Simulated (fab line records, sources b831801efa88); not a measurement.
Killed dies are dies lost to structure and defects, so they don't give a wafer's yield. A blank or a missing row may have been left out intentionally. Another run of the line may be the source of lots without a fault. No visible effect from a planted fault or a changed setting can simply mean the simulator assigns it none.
Problem report, 8D (eight disciplines) form, completed by code    flow gf180mcu    the parts of the form that need people (team, actions taken, sign-off) are left out

1. WHAT IS WRONG
Wafers free of any fault read 297.1 nm (standard deviation 2.8) for CONTACT_CVD_00_THK at GF_CONTACT_THK_MEAS_01, against a mean of 145.6 nm on 6 wafers of 2 lots. Relative to the usual mean, that is a shift of -54 standard deviations.
Earliest sighting: wafer L376.2 on film_metro-02 at day 20 13:46. At this step, 39 wafers from 13 lots have a number in the record. The rule behind "out" and "out of limits": a value lying over 4 standard deviations away from the usual mean. The rest of the wafers with a number are treated as sound.

2. WHAT IT IS AND WHAT IT IS NOT
question                     is                            is not
which readings at this step  CONTACT_CVD_00_THK            -
which lots                   L376, L378                    L363, L364, L365, L366, L368, L369, L371, L372, L379, L381, L382
which wafers of those lots   all that have a number        -
read on which gauges         film_metro-01, film_metro-02  film_metro-03
when                         from day 20 13:46             up to then (24 sound wafers); but 9 sound wafers of L379, L381, L382 came after

3. THE SUSPECTS, EACH WITH WHAT RULES IT OUT
Counting: a tool at any process step up to the reading remains a suspect when it ran all the lots that are out and ran no sound lot after the first of those.
- ruled out: the gauge at GF_CONTACT_THK_MEAS_01. Those wafers that are out were read across 2 gauges (film_metro-01, film_metro-02).
- hdpcvd-02 at GF_CONTACT_CVD_00 (deposits SiO2, target thk 300 nm, time 50 s): kept. It processed each lot that is out, first L376 at day 20 13:43, and no sound lot thereafter; up to then, the last sound lot it processed was L371 at day 19 03:53. On those wafers its own readings are out: sih4_flow_sccm.
Left after counting: hdpcvd-02 at GF_CONTACT_CVD_00.

4. THE CAUSE (what the simulator had put in)
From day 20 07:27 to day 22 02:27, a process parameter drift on hdpcvd-02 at GF_CONTACT_CVD_00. A move of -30 in setting sih4_flow_sccm, from 60. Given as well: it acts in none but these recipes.
The count eliminated every tool but this one.

5. SEQUENCE OF EFFECTS, ordered by route
One row per reading whose mean, taken over the struck wafers that have a number, lies over 3 standard deviations from the usual. Only readings whose record carries a usual standard deviation are examined. hours: median over the lots of the time between each lot's start at the first step of this table that gives one and its start at this step. sigmas: the change, counted in usual standard deviations.
hours  step                    reading             usual       on struck wafers  change  sigmas
0      GF_CONTACT_CVD_00       sih4_flow_sccm      59.99 sccm  30.06             -29.93  -99 or more
0      GF_CONTACT_THK_MEAS_01  CONTACT_CVD_00_THK  297.1 nm    145.6             -151.6  -54
-      GF_CONTACT_ETCH_17      oes_product_au      0.814 a.u.  0.737             -0.077  -17
The process steps in it:
- GF_CONTACT_CVD_00: deposits SiO2, target thk 300 nm, time 50 s.
- GF_CONTACT_ETCH_17: etches SiO2 in C4F8/O2/Ar, stops on CoSi2, target depth 860 nm.
Later steps that measure or inspect, where all struck wafers having a row at the step show a number for every such reading and not one has moved that far: GF_M2_CD_MEAS_14.

6. HOW IT WOULD HAVE BEEN CAUGHT EARLIER
Counted from the fault's start at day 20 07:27, it took 6 hours until the first out-of-limits reading at a measuring or inspecting step in this record, taken at day 20 13:46.
At GF_CONTACT_CVD_00, the tool's own readings (sih4_flow_sccm) were out on each struck wafer the step has a row for, so an alarm limit on them would have fired on the first such wafer.
L378, from the lots that are out (2), started GF_CONTACT_CVD_00 on hdpcvd-02 later than day 20 13:46. A hold on the tool at that time would have spared it.
